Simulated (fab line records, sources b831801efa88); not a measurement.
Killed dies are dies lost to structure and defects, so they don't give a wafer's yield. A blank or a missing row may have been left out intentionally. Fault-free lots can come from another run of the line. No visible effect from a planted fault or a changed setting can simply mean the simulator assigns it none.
Code-filled problem report in 8D (eight disciplines) form -- flow sky130 -- the parts of the form that need people (team, actions taken, sign-off) are left out

== 1. WHAT WENT WRONG ==
strip time to endpoint s at SKY_CONTACT_STRIP_19 reads a mean of 3.84 s on 5 wafers of 3 lots; wafers without a fault read 3.60 s with a standard deviation of 0.034. Measured from the usual mean, that is +7.1 standard deviations.
The step: strips in O2/N2.
First seen on wafer L175.3, day 36 07:42, on plasma asher-02. At this step, 33 wafers from 12 lots have a number in the record. By rule, "out" or "out of limits" means more than 4 standard deviations away from the usual mean. All remaining wafers that have a number are taken as sound.

== 2. WHAT IT IS; WHAT IT IS NOT ==
question,is,is not
which readings at this step,strip time to endpoint s,drypump motor current A
which lots,"L175, L178, L179","L161, L162, L165, L167, L169, L172, L177, L181, L184"
which wafers of those lots,"L175.3, L178.3, L178.5, L179.3, L179.5",L175.2
read on which tools,plasma asher-02,"plasma asher-01, plasma asher-03"
when,from day 36 07:42,"up to then (19 sound wafers); but 9 sound wafers of L177, L181, L184 came after"

== 3. WHAT RULES OUT EACH SUSPECT ==
Counting: if a tool at a process step up to the reading ran every lot that is out, it stays a suspect. Sound lots after the first of them don't rule it out here, since some wafers of a struck lot are sound.
- litho track-02 at SKY_CONTACT_COAT_09 (resist thk 450 nm): kept. It processed each lot that is out (first: L175, day 35 17:00); up to then, its last sound lot is L172 (day 34 23:00).
- plasma asher-02 at SKY_CONTACT_STRIP_19 (strips in O2/N2): kept. It processed each lot that is out (first: L175, day 36 07:42); up to then, its last sound lot is L169 (day 34 10:24). Its own strip time to endpoint s readings are out on those wafers.
The count leaves plasma asher-02 at SKY_CONTACT_STRIP_19 and litho track-02 at SKY_CONTACT_COAT_09.

== 4. THE CAUSE (what the simulator had put in) ==
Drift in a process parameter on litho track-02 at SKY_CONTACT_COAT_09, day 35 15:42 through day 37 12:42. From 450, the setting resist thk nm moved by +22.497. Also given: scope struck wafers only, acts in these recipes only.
After counting, 2 suspects remain, this tool included.

== 5. THE EFFECT CHAIN, in route order ==
Rows list readings where the struck wafers' mean (over those with a number) sits beyond 3 standard deviations from the usual. Scope: only readings with a usual standard deviation given in the record; hours: median across lots of the time from each lot's start at the first step in this table that gives one to its start at this step; sigmas: change in usual standard deviations.
hours,step,reading,usual,on struck wafers,change,sigmas
0,SKY_CONTACT_STRIP_19,strip time to endpoint s,3.60 s,3.84,+0.24,+7.1
Process steps it contains:
- SKY_CONTACT_STRIP_19: strips in O2/N2.
At these later measuring or inspecting steps, every struck wafer for which the step has a row has a number for every such reading, and none has moved that far: SKY_CAPM_RS_MEAS_03, SKY_CAPM_THK_MEAS_04.

== 6. HOW IT WOULD HAVE BEEN CAUGHT EARLIER ==
First out-of-limits reading in this record: day 36 07:42, which is 16 hours after fault onset at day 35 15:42.
Tool readings at SKY_CONTACT_COAT_09 with a usual standard deviation given in the record: none out on any struck wafer, hence no alarm at a limit of 4 standard deviations on them.
Of the lots that are out (3), L178, L179 began SKY_CONTACT_COAT_09 on litho track-02 after day 36 07:42. A hold on the tool at that time would have spared those 2.
